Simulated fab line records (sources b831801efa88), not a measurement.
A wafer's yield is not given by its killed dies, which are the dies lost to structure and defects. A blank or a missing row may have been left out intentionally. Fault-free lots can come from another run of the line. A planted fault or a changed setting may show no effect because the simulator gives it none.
A struck lot beside a sound one || flow sky130 || 15 out of 708 route steps
Sound: these wafers, L817.1, L817.2, L817.5. Struck: wafer L808.1. (L808.5 of the same lot was not struck and is left out.) The cause comes at the end.
At each step with rows: each side's tool, then ch and its chambers, then its first start. Under that, the readings that differ: sound wafers || struck wafers || difference of the means || sigmas: that difference in standard deviations of wafers without a fault.
alike: readings whose means differ by less than 2 such deviations, and words and numbers that are the same on both sides. not compared: withheld readings, readings that some wafer has no value for, bounds like >300 that may hide the same value, and numbers for which the record gives no deviation and whose values overlap.
A row with sigmas, a row that says differs or no value, or rows on one side alone: a step with any of these is where the two part. Numbers that don't overlap but have no deviation are shown without sigmas and don't part them. A reading missing from all wafers of one side parts the sides only when that side holds two or more wafers.

SKY_VIA1_CMP_02: polishes SiO2.
  sound on cmp-01 ch 1,2,3, day 38 01:04; struck on cmp-01 ch 2, day 35 13:39
  alike: motorCurrentA, slurryFilterDpKPa
SKY_VIA1_BOW_MEAS_03:
  sound: filmMetro-03 at day 38 01:16; struck: filmMetro-01 at day 35 13:57
  alike: VIA1_BOW
then, 8 steps without rows for these wafers: SKY_VIA1_DEHYDRATE_04 (time 60 s); SKY_VIA1_HMDS_05 (prime time 60 s); SKY_VIA1_COAT_06 (resist thk 60 nm); SKY_VIA1_COAT_07 (resist thk 450 nm); SKY_VIA1_SOFTBAKE_08 (time 90 s); SKY_VIA1_EXPOSE_09 (exposes mask VIM, target cd 150 nm); SKY_VIA1_PEB_10; SKY_VIA1_DEVELOP_11 (develop time 60 s).
SKY_VIA1_CD_MEAS_12: target cd 150 nm.
  sound: cdSem-01 at day 39 02:05; struck: cdSem-01 at day 36 15:50
  alike: cdNm
SKY_VIA1_OVL_MEAS_13:
  sound: overlay-02 at day 39 02:13; struck: overlay-01 at day 36 15:58
  alike: VIA1_OVL
SKY_VIA1_ETCH_14: etches BARC in N2/H2, stops on SiO2, time 45.9 s, target depth 60 nm.
  sound on rieDiel-04 ch 0,2,3, day 39 02:14; struck on rieDiel-02 ch 3, day 36 15:59
{"reading": "oesProductAu (a.u.)", "sound": "0.858 0.858 0.862", "struck": 0.996, "difference": "+0.137", "sigmas": "+30"}
{"reading": "runLengthS (s)", "sound": "74.5 73.9 74.1", "struck": 66.0, "difference": -8.2, "sigmas": -17}
{"reading": "model.KrF-thick_of_VIA1_COAT_07.thkNm (nm)", "sound": "391.6 389.2 390", "struck": 400.3, "difference": "+10.0", "sigmas": ""}
  alike: drypumpMotorCurrentA, throttleValvePct
  not compared: rfHoursCounterH
SKY_VIA1_ETCH_15: etches SiO2 in C4F8/O2/Ar, stops on TiN, target depth 351 nm, time 54 s.
  sound on rieDiel-04 ch 0,2,3, day 39 02:17; struck on rieDiel-02 ch 3, day 36 16:02
{"reading": "model.KrF-thick_of_VIA1_COAT_07.thkNm (nm)", "sound": "322 318.5 318.7", "struck": 329, "difference": "+9", "sigmas": ""}
  alike: oesProductAu, runLengthS
  not compared: rfHoursCounterH
SKY_VIA1_STRIP_16: strips in O2/N2.
  sound on plasmaAsher-02 ch 0,1, day 39 02:20; struck on plasmaAsher-02 ch 0, day 36 16:05
{"reading": "oesProductAu (a.u.)", "sound": "0.414 0.416 0.414", "struck": 0.430, "difference": "+0.015", "sigmas": "+3"}
{"reading": "stripTimeToEndpointS (s)", "sound": "4.456 4.415 4.427", "struck": 4.513, "difference": "+0.080", "sigmas": "+3"}
  alike: drypumpMotorCurrentA
  not compared: rfHoursCounterH

## WHERE THEY PART
Earliest at SKY_VIA1_ETCH_14; latest, in this record, at SKY_VIA1_STRIP_16.

WHY: whatever the simulator had introduced
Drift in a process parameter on rieDiel-02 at SKY_VIA1_ETCH_14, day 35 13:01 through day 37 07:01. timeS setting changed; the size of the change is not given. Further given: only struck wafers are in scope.
